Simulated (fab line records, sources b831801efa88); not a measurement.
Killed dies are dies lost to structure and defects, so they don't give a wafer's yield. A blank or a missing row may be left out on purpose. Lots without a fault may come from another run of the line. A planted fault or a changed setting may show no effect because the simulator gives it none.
A struck lot beside a sound one | flow gf180mcu | 20 steps out of a route of 602
Sound: wafers L559.1, L559.2, L559.6. Struck: wafers L558.2, L558.4, L558.5. The cause comes at the end.
At each step with rows: each side's tool, then ch and its chambers, then its first start. Under that, the readings that differ: sound wafers | struck wafers | difference of the means | sigmas: that difference in standard deviations of wafers without a fault.
alike: readings whose means differ by less than 2 such deviations, and words and numbers that are the same on both sides. not compared: withheld readings, readings that some wafer has no value for, bounds like >300 that may hide the same value, and numbers for which the record gives no deviation and whose values overlap.
The two part at a step that has a row with sigmas, a row that says differs or no value, or rows on one side only. Numbers that don't overlap but have no deviation are shown without sigmas and don't part them. A reading that every wafer of one side lacks parts them only if that side has two wafers or more.

first, 6 steps without rows for these wafers: GF_M4_HMDS_08 (prime time 60 s); GF_M4_COAT_09 (resist thk 1000 nm); GF_M4_SOFTBAKE_10 (time 60 s); GF_M4_EXPOSE_11 (exposes mask Metal4, target cd 280 nm); GF_M4_PEB_12 (peb time 90 s); GF_M4_DEVELOP_13 (develop time 60 s).
GF_M4_CD_MEAS_14: target cd 280 nm.
  sound on cd_sem-02, day 24 12:07; struck on cd_sem-01, day 24 04:29
  alike: cd_nm
GF_M4_OVL_MEAS_15:
  sound on overlay-02, day 24 12:14; struck on overlay-01, day 24 04:35
  alike: M4_OVL
GF_M4_METAL_ETCH_16: etches the open film in Cl2/BCl3, stops on SiO2, target depth 627.5 nm, time 104.6 s.
  sound on rie_metal-04 ch 0, day 24 12:16; struck on rie_metal-02 ch 0,1, day 24 04:37
  alike: drypump_motor_current_A, mfc_cl2_sccm, oes_product_au, throttle_valve_pct
  not compared: rf_hours_counter_h
GF_M4_STRIP_17: strips in O2/N2.
  sound on plasma_asher-03 ch 0,1, day 24 12:29; struck on plasma_asher-01 ch 0,1, day 24 04:44
  alike: drypump_motor_current_A, heater_power_w, o2_flow_sccm, oes_product_au, platen_temp_c, strip_time_to_endpoint_s
  not compared: rf_hours_counter_h
then, 2 steps without rows for these wafers: GF_M4_STRIP_18 (strips in post etch residue remover, time 1200 s); GF_M4_CLEAN_19 (cleans in DIW).
GF_V4_CVD_00: deposits SiO2, target thk 600 nm, time 100 s.
  sound on hdpcvd-01 ch 0,2, day 24 13:04; struck on hdpcvd-01 ch 1,2, day 24 05:31
GF_V4_THK_MEAS_01:
  sound on film_metro-03, day 24 13:08; struck on film_metro-01, day 24 05:35
  reading            | sound       | struck         | difference | sigmas
  V4_CVD_00_THK (nm) | 592 595 592 | 1175 1185 1186 | +589       | +79
GF_V4_CVD_02: deposits SiO2 from TEOS, target thk 850 nm, time 94.851 s.
  sound on pecvd-03 ch 0,1,2, day 24 13:11; struck on pecvd-04 ch 0,1, day 24 05:38
  alike: heater_power_w
GF_V4_THK_MEAS_03:
  sound on film_metro-02, day 24 13:16; struck on film_metro-01, day 24 05:47
  alike: V4_CVD_02_THK
GF_V4_CMP_04: polishes SiO2.
  sound on cmp-02 ch 1,2, day 24 13:19; struck on cmp-02 ch 0,1,3, day 24 05:50
  alike: motor_current_A, time_to_endpoint_s
GF_V4_BOW_MEAS_05:
  sound on film_metro-01, day 24 13:37; struck on film_metro-03, day 24 06:09
  reading     | sound       | struck      | difference | sigmas
  V4_BOW (um) | 128 132 121 | 170 180 159 | +43        | +4
then, 1 step without rows for these wafers: GF_V4_DEHYDRATE_06 (time 60 s).
-- the record jumps here: 5 days lie between the struck wafers' starts before and after (it left off in module V4 and takes up again in module PASSIVATION, whose first step shown is number 602 of the route) --
GF_PASSIVATION_PROBE_99:
  the record has rows for the struck wafers here (prober-01, day 29 17:25) and none for the sound ones

WHERE THEY PART
First at GF_V4_THK_MEAS_01; last, within this record, at GF_PASSIVATION_PROBE_99.

WHY: what the simulator had put in
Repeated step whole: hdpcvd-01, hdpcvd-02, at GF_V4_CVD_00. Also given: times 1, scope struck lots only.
